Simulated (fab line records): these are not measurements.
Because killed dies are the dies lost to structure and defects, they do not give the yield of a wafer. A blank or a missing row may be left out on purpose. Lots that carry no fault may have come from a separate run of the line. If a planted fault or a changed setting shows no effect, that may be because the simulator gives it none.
fab line records + flow sky130
record:
- lots: 14
- wafers: 42
- last-day: 50
route steps=708 shown FIELD_ISO@26 LDD_N@245 METAL1@439
lots with no fault: from the same line, run without faults
start-h: hours from the record's opening day to when the first of the lot's shown wafers began + wait-h: hours from the lot's prior step to this one + " as in the row above + L1.1+2: several wafers, shown together as one row + - either no value or no given start + * or withheld: withheld + < > ~ a bound
route shown NAME@n: a module of which the file shows steps, and the number in the route of the first + usual: mean and standard deviation over wafers with no fault + same: alike in all rows + chamber/n: place in a boat + sites: each site's reading + _std_site: how widely they spread, as a standard deviation + _edge_site: the outer-site mean with the inner-site mean subtracted + radius-mm: how far each site lies from the wafer's centre + mask NAME#n: copy n + behind: the tool/chamber that last shaped the wafer + hold: what put the lot on hold/how long, in hours/how the hold closed + device: which transistor (n, p or np) failed to switch + end of line: tests run on the same wafers once the route is complete + for a step that has no rows: nothing shown but its recipe + killed: not the wafer's yield, but the dies lost to structure and defects at the first sort + map: a wafer's dies, marking killed ones x, the rest . and places with no die _
set.NAME: the setting the step ran with; set.NAME@STEP: the setting that earlier step ran with + model.NAME: the simulator's own value behind a step, which no gauge read
a sample of lots followed through the steps of the route, with each step as a table and each wafer as a row
services: from which hour (start-h, from the record's first day; less than 0 if before it) a tool's chamber was out of use, for how many hours, and why
== steps ==
step: SKY_FIELD_ISO_THK_MEAS_25
recipe:
- reads: SiO2_of_FIELD_ISO_CVD_24
usual:
- FIELD_ISO_CVD_24_THK: 593/5.8
| lot.wafer | tool          | chamber | start-h | wait-h | FIELD_ISO_CVD_24_THK[nm] |
|-----------|---------------|---------|---------|--------|--------------------------|
| L786.1    | film-metro-04 | -       | 31.49   | 0.0    | 594                      |
| L786.4    | "             | -       | "       | "      | 594                      |
| L786.6    | "             | -       | "       | "      | 591                      |
| L787.1    | film-metro-02 | -       | 40.04   | 0.0    | 581                      |
| L787.3    | "             | -       | "       | "      | 578                      |
| L787.5    | "             | -       | "       | "      | 588                      |
| L788.3    | film-metro-04 | -       | 43.32   | 0.1    | 590                      |
| L788.4    | "             | -       | "       | "      | 597                      |
| L788.6    | "             | -       | "       | "      | 597                      |
| L790.2    | film-metro-02 | -       | 56.06   | 0.0    | 597                      |
| L790.3    | "             | -       | "       | "      | 595                      |
| L790.6    | "             | -       | "       | "      | 600                      |
| L791.3    | film-metro-01 | -       | 59.98   | 0.1    | 602                      |
| L791.4    | "             | -       | "       | "      | 600                      |
| L791.5    | "             | -       | "       | "      | 599                      |
| L792.3    | film-metro-02 | -       | 65.58   | 0.1    | 603                      |
| L792.5    | "             | -       | "       | "      | 601                      |
| L792.6    | "             | -       | "       | "      | 593                      |
| L793.2    | film-metro-02 | -       | 69.64   | 0.1    | 604                      |
| L793.5    | "             | -       | "       | "      | 597                      |
| L793.6    | "             | -       | "       | "      | 603                      |
| L794.2    | film-metro-02 | -       | 74.56   | 0.1    | 601                      |
| L794.4    | "             | -       | "       | "      | 604                      |
| L794.6    | "             | -       | "       | "      | 595                      |
| L795.1    | film-metro-04 | -       | 77.70   | 0.1    | 597                      |
| L795.4    | "             | -       | "       | "      | 594                      |
| L795.6    | "             | -       | "       | "      | 595                      |
| L797.1    | film-metro-04 | -       | 88.10   | 0.0    | 596                      |
| L797.2    | "             | -       | "       | "      | 585                      |
| L797.6    | "             | -       | "       | "      | 579                      |
| L801.4    | film-metro-01 | -       | 110.39  | 0.0    | 595                      |
| L801.5    | "             | -       | "       | "      | 591                      |
| L801.6    | "             | -       | "       | "      | 583                      |
| L802.3    | film-metro-01 | -       | 114.51  | 0.1    | 589                      |
| L802.5    | "             | -       | "       | "      | 581                      |
| L802.6    | "             | -       | "       | "      | 592                      |
| L808.3    | film-metro-02 | -       | 145.34  | 0.1    | 593                      |
| L808.4    | "             | -       | "       | "      | 592                      |
| L808.6    | "             | -       | "       | "      | 591                      |
| L809.1    | film-metro-04 | -       | 151.11  | 0.0    | 598                      |
| L809.3    | "             | -       | "       | "      | 600                      |
| L809.5    | "             | -       | "       | "      | 600                      |
step: SKY_LDD_N_IMPLANT_08
recipe:
- species: As
- energy-kev: 20
- dose-cm2: 7.5e+13
- tilt-deg: withheld
- rotation-deg: 23
usual:
- beam-energy-keV: 20.000/0.0058
- beam-on-s: 9.99/0.17
- implant-ion-amu: 75/0
| lot.wafer | tool         | chamber | start-h | wait-h | beam-energy-keV | beam-on-s | implant-ion-amu |
|-----------|--------------|---------|---------|--------|-----------------|-----------|-----------------|
| L786.1    | implanter-03 | 0       | 408.73  | 0.0    | 20.009          | 10.03     | 75              |
| L786.4    | "            | 0       | "       | "      | 19.999          | 9.99      | 75              |
| L786.6    | "            | 0       | "       | "      | 20.013          | 9.85      | 75              |
| L787.1    | implanter-03 | 0       | 418.16  | 0.0    | 20.005          | 9.70      | 75              |
| L787.3    | "            | 0       | "       | "      | 19.999          | 9.93      | 75              |
| L787.5    | "            | 0       | "       | "      | 20.002          | 9.70      | 75              |
| L788.3    | implanter-03 | 0       | 427.17  | 0.1    | 20.006          | 10.04     | 75              |
| L788.4    | "            | 0       | "       | "      | 20.009          | 9.84      | 75              |
| L788.6    | "            | 0       | "       | "      | 20.007          | 9.89      | 75              |
| L790.2    | implanter-03 | 0       | 438.63  | 0.0    | 19.994          | 10.04     | 75              |
| L790.3    | "            | 0       | "       | "      | 19.996          | 10.02     | 75              |
| L790.6    | "            | 0       | "       | "      | 20.002          | 9.89      | 75              |
| L791.3    | implanter-03 | 0       | 451.16  | 0.1    | 20.000          | 9.88      | 75              |
| L791.4    | "            | 0       | "       | "      | 20.000          | 10.24     | 75              |
| L791.5    | "            | 0       | "       | "      | 20.005          | 10.21     | 75              |
| L792.3    | implanter-04 | 0       | 457.07  | 0.1    | 20.018          | 9.72      | 75              |
| L792.5    | "            | 0       | "       | "      | 19.994          | 10.17     | 75              |
| L792.6    | "            | 0       | "       | "      | 20.010          | 10.23     | 75              |
| L793.2    | implanter-04 | 0       | 471.00  | 0.0    | 20.004          | 10.08     | 75              |
| L793.5    | "            | 0       | "       | "      | 20.004          | 9.74      | 75              |
| L793.6    | "            | 0       | "       | "      | 20.000          | 10.18     | 75              |
| L794.2    | implanter-04 | 0       | 479.83  | 0.0    | 20.008          | 9.91      | 75              |
| L794.4    | "            | 0       | "       | "      | 20.016          | 9.95      | 75              |
| L794.6    | "            | 0       | "       | "      | 19.997          | 10.00     | 75              |
| L795.1    | implanter-04 | 0       | 481.90  | 0.0    | 19.994          | 10.38     | 75              |
| L795.4    | "            | 0       | "       | "      | 20.007          | 10.39     | 75              |
| L795.6    | "            | 0       | "       | "      | 20.009          | 10.05     | 75              |
| L797.1    | implanter-03 | 0       | 498.46  | 0.0    | 19.999          | 9.97      | 75              |
| L797.2    | "            | 0       | "       | "      | 19.996          | 10.02     | 75              |
| L797.6    | "            | 0       | "       | "      | 20.007          | 9.90      | 75              |
| L801.4    | implanter-02 | -       | 542.63  | 0.1    | -               | -         | -               |
| L801.5    | "            | -       | "       | "      | -               | -         | -               |
| L801.6    | "            | -       | "       | "      | -               | -         | -               |
| L802.3    | implanter-03 | -       | 546.41  | 0.1    | -               | -         | -               |
| L802.5    | "            | -       | "       | "      | -               | -         | -               |
| L802.6    | "            | -       | "       | "      | -               | -         | -               |
| L808.3    | implanter-02 | 0       | 591.66  | 0.1    | 19.995          | 9.80      | 75              |
| L808.4    | "            | 0       | "       | "      | 19.994          | 10.13     | 75              |
| L808.6    | "            | 0       | "       | "      | 20.002          | 10.01     | 75              |
| L809.1    | implanter-04 | 0       | 601.16  | 0.0    | 20.002          | 9.91      | 75              |
| L809.3    | "            | 0       | "       | "      | 19.997          | 9.83      | 75              |
| L809.5    | "            | 0       | "       | "      | 19.986          | 10.01     | 75              |
step: SKY_LDD_N_STRIP_16
recipe:
- chemistry: O2/N2
- power-w: 1400
- pressure-mtorr: 1500
- platen-temp-c: withheld
- o2-flow-sccm: 3000
- n2-flow-sccm: 300
- overash-fraction: 0.5
usual:
- drypump-motor-current-A: 5.79/0.26
- oes-product-au: 0.407/0.0047
- strip-time-to-endpoint-s: 4.319/0.014
same:
- overash-fraction: 0.5
| lot.wafer | tool            | chamber | start-h | wait-h | drypump-motor-current-A | oes-product-au | rf-hours-counter-h | strip-time-to-endpoint-s |
|-----------|-----------------|---------|---------|--------|-------------------------|----------------|--------------------|--------------------------|
| L786.1    | plasma-asher-04 | 0       | 409.93  | 0.1    | 5.69                    | 0.406          | 28                 | 4.331                    |
| L786.4    | "               | 1       | "       | "      | 5.86                    | 0.409          | -                  | 4.327                    |
| L786.6    | "               | 1       | "       | "      | 5.85                    | 0.400          | -                  | 4.321                    |
| L787.1    | plasma-asher-02 | 0       | 419.36  | 0.1    | 5.74                    | 0.411          | 75                 | 4.303                    |
| L787.3    | "               | 1       | "       | "      | 5.31                    | 0.409          | -                  | 4.323                    |
| L787.5    | "               | 1       | "       | "      | 5.30                    | 0.412          | -                  | 4.305                    |
| L788.3    | plasma-asher-04 | 1       | 428.36  | 0.1    | 5.87                    | 0.404          | -                  | 4.309                    |
| L788.4    | "               | 0       | "       | "      | 5.70                    | 0.405          | -                  | 4.328                    |
| L788.6    | "               | 1       | "       | "      | 5.87                    | 0.401          | -                  | 4.316                    |
| L790.2    | plasma-asher-04 | 1       | 439.81  | 0.1    | 5.83                    | 0.392          | 31                 | 4.305                    |
| L790.3    | "               | 1       | "       | "      | 5.85                    | 0.407          | -                  | 4.318                    |
| L790.6    | "               | 1       | "       | "      | 5.84                    | 0.402          | -                  | 4.308                    |
| L791.3    | plasma-asher-02 | 1       | 452.34  | 0.1    | 5.33                    | 0.412          | -                  | 4.318                    |
| L791.4    | "               | 0       | "       | "      | 5.75                    | 0.409          | -                  | 4.330                    |
| L791.5    | "               | 0       | "       | "      | 5.78                    | 0.407          | -                  | 4.332                    |
| L792.3    | plasma-asher-02 | 0       | 458.26  | 0.1    | 5.76                    | 0.412          | -                  | 4.322                    |
| L792.5    | "               | 1       | "       | "      | 5.31                    | 0.405          | -                  | 4.293                    |
| L792.6    | "               | 0       | "       | "      | 5.76                    | 0.411          | -                  | 4.308                    |
| L793.2    | plasma-asher-02 | 0       | 472.17  | 0.1    | 5.75                    | 0.404          | 81                 | 4.314                    |
| L793.5    | "               | 0       | "       | "      | 5.76                    | 0.406          | -                  | 4.322                    |
| L793.6    | "               | 1       | "       | "      | 5.32                    | 0.403          | -                  | 4.310                    |
| L794.2    | plasma-asher-02 | 0       | 481.01  | 0.1    | 5.76                    | 0.397          | 82                 | 4.328                    |
| L794.4    | "               | 0       | "       | "      | 5.75                    | 0.406          | -                  | 4.335                    |
| L794.6    | "               | 0       | "       | "      | 5.76                    | 0.408          | -                  | 4.326                    |
| L795.1    | plasma-asher-02 | 1       | 483.10  | 0.1    | 5.33                    | 0.415          | 82                 | 4.316                    |
| L795.4    | "               | 1       | "       | "      | 5.34                    | 0.402          | -                  | 4.313                    |
| L795.6    | "               | 1       | "       | "      | 5.33                    | 0.410          | -                  | 4.322                    |
| L797.1    | plasma-asher-03 | 0       | 499.66  | 0.1    | 5.95                    | 0.407          | 68                 | 4.315                    |
| L797.2    | "               | 1       | "       | "      | 6.18                    | 0.409          | 68                 | 4.327                    |
| L797.6    | "               | 0       | "       | "      | 5.99                    | 0.412          | -                  | 4.297                    |
| L801.4    | plasma-asher-03 | 0       | 543.79  | 0.1    | 5.96                    | 0.406          | -                  | 4.151                    |
| L801.5    | "               | 0       | "       | "      | 5.96                    | 0.403          | -                  | 4.134                    |
| L801.6    | "               | 1       | "       | "      | 6.20                    | 0.403          | -                  | 4.143                    |
| L802.3    | plasma-asher-04 | 1       | 547.59  | 0.1    | 5.83                    | 0.407          | -                  | 4.126                    |
| L802.5    | "               | 0       | "       | "      | 5.70                    | 0.411          | -                  | 4.131                    |
| L802.6    | "               | 1       | "       | "      | 5.83                    | 0.405          | -                  | 4.139                    |
| L808.3    | plasma-asher-03 | 0       | 592.84  | 0.1    | 5.95                    | 0.406          | -                  | 4.320                    |
| L808.4    | "               | 1       | "       | "      | 6.20                    | 0.409          | -                  | 4.344                    |
| L808.6    | "               | 0       | "       | "      | 5.99                    | 0.405          | -                  | 4.326                    |
| L809.1    | plasma-asher-04 | 1       | 602.36  | 0.1    | 5.85                    | 0.405          | 47                 | 4.324                    |
| L809.3    | "               | 0       | "       | "      | 5.70                    | 0.414          | -                  | 4.303                    |
| L809.5    | "               | 1       | "       | "      | 5.85                    | 0.405          | -                  | 4.287                    |
step: SKY_LDD_N_TW_MEAS_17
usual:
- LDD_N_TW: 2578/12
| lot.wafer | tool          | chamber | start-h | wait-h | LDD_N_TW |
|-----------|---------------|---------|---------|--------|----------|
| L786.1    | film-metro-04 | -       | 410.03  | 0.1    | 2563     |
| L786.4    | "             | -       | "       | "      | 2570     |
| L786.6    | "             | -       | "       | "      | 2568     |
| L787.1    | film-metro-01 | -       | 419.46  | 0.1    | 2585     |
| L787.3    | "             | -       | "       | "      | 2581     |
| L787.5    | "             | -       | "       | "      | 2577     |
| L788.3    | film-metro-02 | -       | 428.44  | 0.1    | 2590     |
| L788.4    | "             | -       | "       | "      | 2600     |
| L788.6    | "             | -       | "       | "      | 2608     |
| L790.2    | film-metro-02 | -       | 439.92  | 0.1    | 2594     |
| L790.3    | "             | -       | "       | "      | 2584     |
| L790.6    | "             | -       | "       | "      | 2585     |
| L791.3    | film-metro-04 | -       | 452.43  | 0.1    | 2588     |
| L791.4    | "             | -       | "       | "      | 2581     |
| L791.5    | "             | -       | "       | "      | 2586     |
| L792.3    | film-metro-02 | -       | 458.34  | 0.1    | 2592     |
| L792.5    | "             | -       | "       | "      | 2608     |
| L792.6    | "             | -       | "       | "      | 2601     |
| L793.2    | film-metro-02 | -       | 472.28  | 0.1    | 2596     |
| L793.5    | "             | -       | "       | "      | 2596     |
| L793.6    | "             | -       | "       | "      | 2597     |
| L794.2    | film-metro-04 | -       | 481.12  | 0.1    | 2577     |
| L794.4    | "             | -       | "       | "      | 2573     |
| L794.6    | "             | -       | "       | "      | 2580     |
| L795.1    | film-metro-04 | -       | 483.20  | 0.1    | 2589     |
| L795.4    | "             | -       | "       | "      | 2566     |
| L795.6    | "             | -       | "       | "      | 2577     |
| L797.1    | film-metro-01 | -       | 499.76  | 0.1    | 2561     |
| L797.2    | "             | -       | "       | "      | 2556     |
| L797.6    | "             | -       | "       | "      | 2569     |
| L801.4    | film-metro-02 | -       | 543.89  | 0.1    | 2432     |
| L801.5    | "             | -       | "       | "      | 2441     |
| L801.6    | "             | -       | "       | "      | 2433     |
| L802.3    | film-metro-02 | -       | 547.68  | 0.1    | 2432     |
| L802.5    | "             | -       | "       | "      | 2434     |
| L802.6    | "             | -       | "       | "      | 2433     |
| L808.3    | film-metro-04 | -       | 592.93  | 0.1    | 2586     |
| L808.4    | "             | -       | "       | "      | 2558     |
| L808.6    | "             | -       | "       | "      | 2564     |
| L809.1    | film-metro-04 | -       | 602.46  | 0.1    | 2571     |
| L809.3    | "             | -       | "       | "      | 2574     |
| L809.5    | "             | -       | "       | "      | 2578     |
step: SKY_METAL1_RS_MEAS_05
recipe:
- thk-meas-gauge: four-point-probe
- reads: TiN_of_METAL1_SPUTTER_04+Ti_of_METAL1_SPUTTER_03+AlCu_of_METAL1_SPUTTER_02+TiN_of_METAL1_SPUTTER_01+Ti_of_METAL1_SPUTTER_00
usual:
- METAL1_ALCU_RS: 0.1274/0.0014
| lot.wafer | tool          | chamber | start-h | wait-h | METAL1_ALCU_RS[ohm/sq] |
|-----------|---------------|---------|---------|--------|------------------------|
| L786.1    | film-metro-02 | -       | 743.62  | 0.0    | 0.1308                 |
| L786.4    | "             | -       | "       | "      | 0.1279                 |
| L786.6    | "             | -       | "       | "      | 0.1288                 |
| L787.1    | film-metro-02 | -       | 751.30  | 0.0    | 0.1271                 |
| L787.3    | "             | -       | "       | "      | 0.1289                 |
| L787.5    | "             | -       | "       | "      | 0.1259                 |
| L788.3    | film-metro-04 | -       | 758.63  | 0.1    | 0.1266                 |
| L788.4    | "             | -       | "       | "      | 0.1283                 |
| L788.6    | "             | -       | "       | "      | 0.1271                 |
| L790.2    | film-metro-04 | -       | 769.27  | 0.0    | 0.1294                 |
| L790.3    | "             | -       | "       | "      | 0.1293                 |
| L790.6    | "             | -       | "       | "      | 0.1299                 |
| L791.3    | film-metro-04 | -       | 778.24  | 0.1    | 0.1287                 |
| L791.4    | "             | -       | "       | "      | 0.1275                 |
| L791.5    | "             | -       | "       | "      | 0.1272                 |
| L792.3    | film-metro-03 | -       | 786.94  | 0.1    | 0.1284                 |
| L792.5    | "             | -       | "       | "      | 0.1293                 |
| L792.6    | "             | -       | "       | "      | 0.1282                 |
| L793.2    | film-metro-02 | -       | 798.94  | 0.0    | 0.1287                 |
| L793.5    | "             | -       | "       | "      | 0.1262                 |
| L793.6    | "             | -       | "       | "      | 0.1281                 |
| L794.2    | film-metro-02 | -       | 804.58  | 0.0    | 0.1242                 |
| L794.4    | "             | -       | "       | "      | 0.1265                 |
| L794.6    | "             | -       | "       | "      | 0.1244                 |
| L795.1    | film-metro-02 | -       | 805.89  | 0.0    | 0.1268                 |
| L795.4    | "             | -       | "       | "      | 0.1264                 |
| L795.6    | "             | -       | "       | "      | 0.1262                 |
| L797.1    | film-metro-03 | -       | 819.71  | 0.0    | 0.1267                 |
| L797.2    | "             | -       | "       | "      | 0.1286                 |
| L797.6    | "             | -       | "       | "      | 0.1268                 |
| L808.3    | film-metro-02 | -       | 901.67  | 0.1    | 0.1282                 |
| L808.4    | "             | -       | "       | "      | 0.1284                 |
| L808.6    | "             | -       | "       | "      | 0.1286                 |
| L809.1    | film-metro-02 | -       | 906.96  | 0.0    | 0.1287                 |
| L809.3    | "             | -       | "       | "      | 0.1279                 |
| L809.5    | "             | -       | "       | "      | 0.1273                 |
step: SKY_METAL1_THK_MEAS_06
recipe:
- thk-meas-gauge: xrf
- reads: AlCu_of_METAL1_SPUTTER_02
usual:
- METAL1_ALCU_THK: 249/3.1
| lot.wafer | tool          | chamber | start-h | wait-h | METAL1_ALCU_THK[nm] |
|-----------|---------------|---------|---------|--------|---------------------|
| L786.1    | film-metro-02 | -       | 743.74  | 0.1    | 244                 |
| L786.4    | "             | -       | "       | "      | 249                 |
| L786.6    | "             | -       | "       | "      | 249                 |
| L787.1    | film-metro-02 | -       | 751.42  | 0.1    | 249                 |
| L787.3    | "             | -       | "       | "      | 247                 |
| L787.5    | "             | -       | "       | "      | 252                 |
| L788.3    | film-metro-04 | -       | 758.73  | 0.1    | 248                 |
| L788.4    | "             | -       | "       | "      | 246                 |
| L788.6    | "             | -       | "       | "      | 248                 |
| L790.2    | film-metro-04 | -       | 769.38  | 0.1    | 242                 |
| L790.3    | "             | -       | "       | "      | 244                 |
| L790.6    | "             | -       | "       | "      | 241                 |
| L791.3    | film-metro-04 | -       | 778.34  | 0.1    | 246                 |
| L791.4    | "             | -       | "       | "      | 247                 |
| L791.5    | "             | -       | "       | "      | 249                 |
| L792.3    | film-metro-03 | -       | 787.04  | 0.1    | 246                 |
| L792.5    | "             | -       | "       | "      | 245                 |
| L792.6    | "             | -       | "       | "      | 247                 |
| L793.2    | film-metro-02 | -       | 799.05  | 0.1    | 246                 |
| L793.5    | "             | -       | "       | "      | 253                 |
| L793.6    | "             | -       | "       | "      | 248                 |
| L794.2    | film-metro-02 | -       | 804.69  | 0.1    | 256                 |
| L794.4    | "             | -       | "       | "      | 252                 |
| L794.6    | "             | -       | "       | "      | 256                 |
| L795.1    | film-metro-02 | -       | 806.01  | 0.1    | 252                 |
| L795.4    | "             | -       | "       | "      | 253                 |
| L795.6    | "             | -       | "       | "      | 253                 |
| L797.1    | film-metro-03 | -       | 819.83  | 0.1    | 251                 |
| L797.2    | "             | -       | "       | "      | 246                 |
| L797.6    | "             | -       | "       | "      | 251                 |
| L808.3    | film-metro-02 | -       | 901.77  | 0.1    | 246                 |
| L808.4    | "             | -       | "       | "      | 246                 |
| L808.6    | "             | -       | "       | "      | 247                 |
| L809.1    | film-metro-02 | -       | 907.08  | 0.1    | 247                 |
| L809.3    | "             | -       | "       | "      | 248                 |
| L809.5    | "             | -       | "       | "      | 248                 |
== services ==
| tool            | chamber | start-h | hours | kind   |
|-----------------|---------|---------|-------|--------|
| plasma-asher-02 | -       | 396.06  | 4.0   | repair |
| plasma-asher-02 | -       | 406.49  | 1.7   | repair |
| plasma-asher-03 | -       | 421.41  | 2.8   | pm     |
| plasma-asher-03 | -       | 427.20  | 1.9   | repair |
| implanter-04    | -       | 448.88  | 5.1   | repair |
| implanter-02    | -       | 485.50  | 5.8   | pm     |
| implanter-04    | -       | 544.36  | 3.2   | pm     |
| implanter-04    | -       | 571.35  | 3.6   | repair |
| implanter-04    | -       | 571.73  | 1.2   | repair |
| implanter-03    | -       | 589.86  | 5.3   | pm     |
| implanter-04    | -       | 593.97  | 2.1   | repair |
| plasma-asher-02 | -       | 601.23  | 1.3   | repair |
== key ==
first-sign:
- step: SKY_LDD_N_IMPLANT_08
- reading: tool-record
- direction: missing
effect:
- step: SKY_LDD_N_STRIP_16
- reading: strip-time-to-endpoint-s
- direction: down
- sigmas: 13
- usual: *
- struck: *
effect:
- step: SKY_LDD_N_TW_MEAS_17
- reading: LDD_N_TW
- direction: down
- sigmas: 12
- usual: 2578
- struck: 2434
met-at SKY_LDD_N_IMPLANT_08
struck-lots L801,L802
later-rows-left-out L801.4,L801.5,L801.6,L802.3,L802.5,L802.6
sort-left-out L801.4,L801.5,L801.6,L802.3,L802.5,L802.6
tester-left-out L801,L802
not-acting-at SKY_FIELD_ISO_THK_MEAS_25,SKY_METAL1_RS_MEAS_05,SKY_METAL1_THK_MEAS_06
onset-between 498.46 542.63
fault:
- kind: skipped-step-whole
- tool: implanter-02,implanter-03
- chamber: -
- onset-h: 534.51
- steps: SKY_LDD_N_IMPLANT_08
- scope: struck-lots-only
tester-left-out: of these lots the tester's yield and bins aren't shown, on N5 and GAA mostly nor the transistor test; their killed dies are dies lost to structure and defects alone, not to doping, threshold or leakage, so they don't give the yield
sort-left-out: the simulated sort isn't trusted on such a fault, so these wafers' sort isn't shown, and their yield isn't known
later-rows-left-out: the simulator's readings of these wafers behind a module that went badly wrong aren't trusted and aren't shown, but for the sort
